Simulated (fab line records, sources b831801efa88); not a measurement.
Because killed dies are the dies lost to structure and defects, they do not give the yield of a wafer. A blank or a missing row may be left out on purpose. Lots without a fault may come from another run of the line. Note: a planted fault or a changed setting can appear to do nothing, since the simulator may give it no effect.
The tool behind it: which one? -- flow sky130 -- Sampling: 12 lots, 36 wafers, 4 of 708 route steps

## WHAT THE GAUGES READ, wafer by wafer
SKY_VT_ADJUST_PCH_TW_MEAS_10.
lot,measured,on,VT_ADJUST_PCH_TW
L255,day 10 10:18,film_metro-01,143.4 143.1 143.0
L256,day 10 19:40,film_metro-03,145.2 144.9 144.8
L257,day 11 01:32,film_metro-02,143.1 143.2 142.9
L261,day 12 12:54,film_metro-01,152.8 153.1 153.2
L263,day 13 18:51,film_metro-03,156.5 155.6 156.5
L266,day 14 07:34,film_metro-01,142.4 141.8 142.8
L270,day 15 11:06,film_metro-03,144.4 144.4 144.8
L272,day 16 07:37,film_metro-03,144.7 143.8 144.1
L273,day 16 14:33,film_metro-03,144.5 144.6 144.2
L274,day 16 15:31,film_metro-01,142.1 142.1 142.1
L276,day 17 08:48,film_metro-03,143.9 144.1 143.8
L277,day 17 18:19,film_metro-01,142.0 142.4 142.3

SKY_SD_N_RS_MEAS_16: measures by four-point-probe.
lot,measured,on,SD_N_RS (ohm/sq)
L255,day 27 18:36,film_metro-02,68.64 68.52 68.56
L256,day 28 06:45,film_metro-03,68.47 68.44 68.49
L257,day 28 14:32,film_metro-03,68.55 68.57 68.23
L261,day 30 06:31,film_metro-02,68.84 68.67 68.49
L263,day 31 22:57,film_metro-02,68.51 68.58 68.82
L266,day 32 06:16,film_metro-02,68.57 68.63 68.48
L270,day 33 07:18,film_metro-03,68.53 68.56 68.36
L272,day 34 06:34,film_metro-02,68.60 68.39 68.54
L273,day 34 07:44,film_metro-01,68.50 68.46 68.39
L274,day 34 09:11,film_metro-01,68.42 68.42 68.53
L276,day 35 01:11,film_metro-02,68.49 68.72 68.52
L277,day 35 11:01,film_metro-01,68.57 68.51 68.43

SKY_VIA1_CD_MEAS_12: target cd 150 nm.
lot,measured,on,cd_nm (nm)
L255,day 33 21:45,cd_sem-01,152.3 153.6 151.6
L256,day 34 09:27,cd_sem-02,149.5 148.2 147.2
L257,day 34 16:24,cd_sem-02,148.0 150.1 150.3
L261,day 36 06:03,cd_sem-01,150.0 149.0 150.1
L263,day 37 20:00,cd_sem-01,150.7 150.3 149.2
L266,day 38 03:59,cd_sem-01,148.5 149.5 150.0
L270,day 39 02:06,cd_sem-01,150.9 148.9 150.8
L272,day 39 23:20,cd_sem-01,150.1 149.8 152.3
L273,day 40 00:01,cd_sem-01,150.5 151.4 148.3
L274,day 40 00:42,cd_sem-01,152.8 153.7 153.1
L276,day 40 16:53,cd_sem-01,150.9 150.9 150.8
L277,day 41 01:21,cd_sem-01,149.6 150.4 149.0

## WHICH TOOL RAN EACH LOT (tool, then ch and the chambers of the sampled wafers, then the start)
lot,SKY_VT_ADJUST_PCH_IMPLANT_08
L255,"implanter-02 ch 0, day 10 10:03"
L256,"implanter-01 ch 0, day 10 19:27"
L257,"implanter-02 ch 0, day 11 01:17"
L261,"implanter-02 ch 0, day 12 12:39"
L263,"implanter-02 ch 0, day 13 18:36"
L266,"implanter-03 ch 0, day 14 07:19"
L270,"implanter-03 ch 0, day 15 10:51"
L272,"implanter-02 ch 0, day 16 07:22"
L273,"implanter-03 ch 0, day 16 14:18"
L274,"implanter-03 ch 0, day 16 15:18"
L276,"implanter-02 ch 0, day 17 08:33"
L277,"implanter-03 ch 0, day 17 18:04"
- SKY_VT_ADJUST_PCH_IMPLANT_08

## WHAT THE TOOLS THEMSELVES READ (means of the sampled wafers that have a number; where no wafer has one, the mark that the record gives instead)
SKY_VT_ADJUST_PCH_IMPLANT_08.
lot,tool,dose_ions_cm2,faraday_current_uA
L255,implanter-02,4.996e+11,2.78
L256,implanter-01,4.995e+11,2.88
L257,implanter-02,4.989e+11,2.82
L261,implanter-02,6.622e+11,3.66
L263,implanter-02,6.622e+11,3.70
L266,implanter-03,4.997e+11,2.86
L270,implanter-03,4.998e+11,2.80
L272,implanter-02,4.999e+11,2.81
L273,implanter-03,4.999e+11,2.73
L274,implanter-03,4.992e+11,2.85
L276,implanter-02,4.999e+11,2.83
L277,implanter-03,5.002e+11,2.81

## THE ANSWER, worked out from the rows above alone
Rule: what is usual is taken from the lots themselves. Put in order of their means at a reading, lots are off if they are a third of the lots or fewer, leave a main group of 4 or more, and stand apart from it by a gap of 3 or more times the standard deviation of the main group's means; of several such gaps the widest counts. A main group is skipped when, at the precision printed for the reading in the tables above, its means are all equal. A lot without any number at a reading at which 4 lots or more have one is off too. Where the step has rows for the other lots, those lots are counted as sound. After the gauges, taken in route order, come the tools' own readings; for these a lot's mean is taken, as printed above. The first step at which some lot is off is used, and at that step the reading that is off furthest; a lot without a number counts as furthest.
Off: L261, L263, at SKY_VT_ADJUST_PCH_TW_MEAS_10 (VT_ADJUST_PCH_TW). Mean 143.5 and standard deviation 1 in the main group.
If a tool, at a process step before that reading, ran all the lots that are off and no sound lot after the first of them, it fits. Not tried: the gauges at SKY_VT_ADJUST_PCH_TW_MEAS_10; whatever is off there is also off at SKY_VT_ADJUST_PCH_IMPLANT_08, on other tools, and gauge error can't account for it. No candidate that was tried fits.

## WHAT THE SIMULATOR HAD INSERTED
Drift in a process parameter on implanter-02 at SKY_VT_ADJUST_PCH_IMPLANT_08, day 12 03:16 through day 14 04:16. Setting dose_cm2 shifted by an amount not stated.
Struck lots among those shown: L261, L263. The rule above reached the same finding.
